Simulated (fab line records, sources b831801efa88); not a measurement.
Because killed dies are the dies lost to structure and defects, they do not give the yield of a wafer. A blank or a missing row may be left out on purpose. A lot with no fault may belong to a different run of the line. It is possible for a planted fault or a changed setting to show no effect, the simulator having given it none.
Which tool is to blame? | flow sky130 | 12 lots with 36 wafers sampled at 4 steps, on a route of 708 steps

## WHAT THE GAUGES SHOWED, per wafer
SKY_METAL2_OVL_MEAS_16. Usual: METAL2_OVL gives 1 nm (standard deviation 5.7).
lot  | measured     | on         | METAL2_OVL (nm) | flag
L871 | day 35 02:17 | overlay-02 | 5 4 10          |
L873 | day 35 23:25 | overlay-02 | -2 -1 0         |
L876 | day 37 09:17 | overlay-02 | 18 17 17        |
L877 | day 37 16:13 | overlay-01 | 3 -2 7          |
L878 | day 37 16:26 | overlay-01 | -5 -4 -2        |
L880 | day 38 06:55 | overlay-02 | -5 -2 1         |
L882 | day 38 23:59 | overlay-02 | 5 3 9           |
L890 | day 41 02:34 | overlay-02 | 2 9 8           |
L891 | day 41 10:28 | overlay-01 | 8 10 3          |
L892 | day 41 19:14 | overlay-02 | -2 0 -4         |
L893 | day 41 22:04 | overlay-02 | -9 -6 -11       |
L894 | day 42 03:10 | overlay-01 | 4 6 3           |

## WHAT TOOL EACH LOT RAN ON (gives the tool, then ch and the chambers of the sampled wafers, and finally the start)
lot  | SKY_CONTACT_CVD_00              | SKY_VIA1_CMP_24               | SKY_METAL2_SPUTTER_01
L871 | pecvd-01 ch 0,1, day 30 07:34   | cmp-02 ch 0,2,3, day 33 22:46 | pvd sputter-02, day 33 23:05
L873 | pecvd-02 ch 0,1,2, day 31 07:11 | cmp-02 ch 0,2, day 34 20:26   | pvd sputter-01, day 34 20:46
L876 | pecvd-02 ch 1,2, day 32 16:29   | cmp-01 ch 1,2, day 36 06:08   | pvd sputter-02, day 36 06:28
L877 | pecvd-04 ch 0,1, day 33 01:08   | cmp-02 ch 1,2,3, day 36 13:40 | pvd sputter-02, day 36 13:51
L878 | pecvd-01 ch 0,1, day 33 01:48   | cmp-02 ch 1,2,3, day 36 13:52 | pvd sputter-04, day 36 14:09
L880 | pecvd-02 ch 1,2, day 33 17:35   | cmp-02 ch 0,1, day 37 04:42   | pvd sputter-04, day 37 05:01
L882 | pecvd-02 ch 0,1,2, day 34 10:20 | cmp-01 ch 0,1,2, day 37 21:46 | pvd sputter-01, day 37 22:02
L890 | pecvd-02 ch 0,1, day 36 16:18   | cmp-01 ch 0,1, day 40 01:00   | pvd sputter-01, day 40 01:16
L891 | pecvd-04 ch 0,1,2, day 36 23:50 | cmp-02 ch 0,1,3, day 40 08:44 | pvd sputter-01, day 40 09:04
L892 | pecvd-01 ch 1,2, day 37 09:30   | cmp-02 ch 0,1,3, day 40 17:46 | pvd sputter-04, day 40 18:05
L893 | pecvd-04 ch 0,1,2, day 37 12:45 | cmp-01 ch 1,2,3, day 40 20:16 | pvd sputter-04, day 40 20:35
L894 | pecvd-04 ch 0,1,2, day 37 18:55 | cmp-01 ch 0,3, day 41 02:15   | pvd sputter-02, day 41 02:31
- SKY_CONTACT_CVD_00: deposits Si3N4, target thk 75 nm.
- SKY_VIA1_CMP_24: polishes, stops on SiO2, t overpolish 15 s, target thk 0 nm.
- SKY_METAL2_SPUTTER_01: material TiN, target thk 20 nm, time 16.7 s.

## WHAT THE TOOLS THEMSELVES READ (means of the sampled wafers that have a number; where no wafer has one, the mark that the record gives instead)
SKY_CONTACT_CVD_00. Usual: heater power w 705 W, standard deviation 82.
lot  | tool     | heater power w (W) | flag
L871 | pecvd-01 | 710                |
L873 | pecvd-02 | 701                |
L876 | pecvd-02 | 658                |
L877 | pecvd-04 | 704                |
L878 | pecvd-01 | 702                |
L880 | pecvd-02 | 726                |
L882 | pecvd-02 | 717                |
L890 | pecvd-02 | 621                |
L891 | pecvd-04 | 728                |
L892 | pecvd-01 | 747                |
L893 | pecvd-04 | 682                |
L894 | pecvd-04 | 682                |

SKY_VIA1_CMP_24. Usual: motor current A 10.3 A, standard deviation 1; overpolish run s 14.999 s, standard deviation 0.0082; time to endpoint s 65 s, standard deviation 4.4.
lot  | tool   | motor current A (A) | overpolish run s (s) | time to endpoint s (s) | flag
L871 | cmp-02 | 10.2                | 14.996               | 65                     |
L873 | cmp-02 | 10.3                | 14.995               | 64                     |
L876 | cmp-01 | 10.1                | 15.000               | 67                     |
L877 | cmp-02 | 10.3                | 14.995               | 68                     |
L878 | cmp-02 | 10.1                | 15.000               | 69                     |
L880 | cmp-02 | 11.6                | 17.079               | 67                     | OFF
L882 | cmp-01 | 10.2                | 15.004               | 68                     |
L890 | cmp-01 | 10.3                | 15.002               | 62                     |
L891 | cmp-02 | 11.0                | 14.999               | 65                     |
L892 | cmp-02 | 11.1                | 15.002               | 68                     |
L893 | cmp-01 | 9.9                 | 14.994               | 57                     |
L894 | cmp-01 | 10.2                | 15.003               | 59                     |

SKY_METAL2_SPUTTER_01. Usual: throttle valve pct 29.6 %, standard deviation 0.82.
lot  | tool           | throttle valve pct (%) | flag
L871 | pvd sputter-02 | 29.9                   |
L873 | pvd sputter-01 | 29.1                   |
L876 | pvd sputter-02 | 29.2                   |
L877 | pvd sputter-02 | 29.2                   |
L878 | pvd sputter-04 | 30.4                   |
L880 | pvd sputter-04 | 29.8                   |
L882 | pvd sputter-01 | 29.2                   |
L890 | pvd sputter-01 | 29.2                   |
L891 | pvd sputter-01 | 29.6                   |
L892 | pvd sputter-04 | 29.6                   |
L893 | pvd sputter-04 | 30.3                   |
L894 | pvd sputter-02 | 29.6                   |

## THE ANSWER, worked out from the rows above alone
Rule: lot off if the mean of its wafers having a number is beyond 3 standard deviations from the usual mean. A lot without any number at a reading at which 4 lots or more have one is off too. All remaining lots with rows at the step are treated as sound. After the gauges, taken in route order, come the tools' own readings; for these a lot's mean is taken, as printed above. The first step at which some lot is off is used, and at that step the reading that is off furthest; a lot without a number counts as furthest.
Off: L880, at SKY_VIA1_CMP_24 (overpolish run s).
If a tool, at that step or one of the process steps before it, ran each lot that is off and ran no sound lot following the first of them, it fits. No candidate that was tried fits.

## WHAT WAS PUT IN BY THE SIMULATOR
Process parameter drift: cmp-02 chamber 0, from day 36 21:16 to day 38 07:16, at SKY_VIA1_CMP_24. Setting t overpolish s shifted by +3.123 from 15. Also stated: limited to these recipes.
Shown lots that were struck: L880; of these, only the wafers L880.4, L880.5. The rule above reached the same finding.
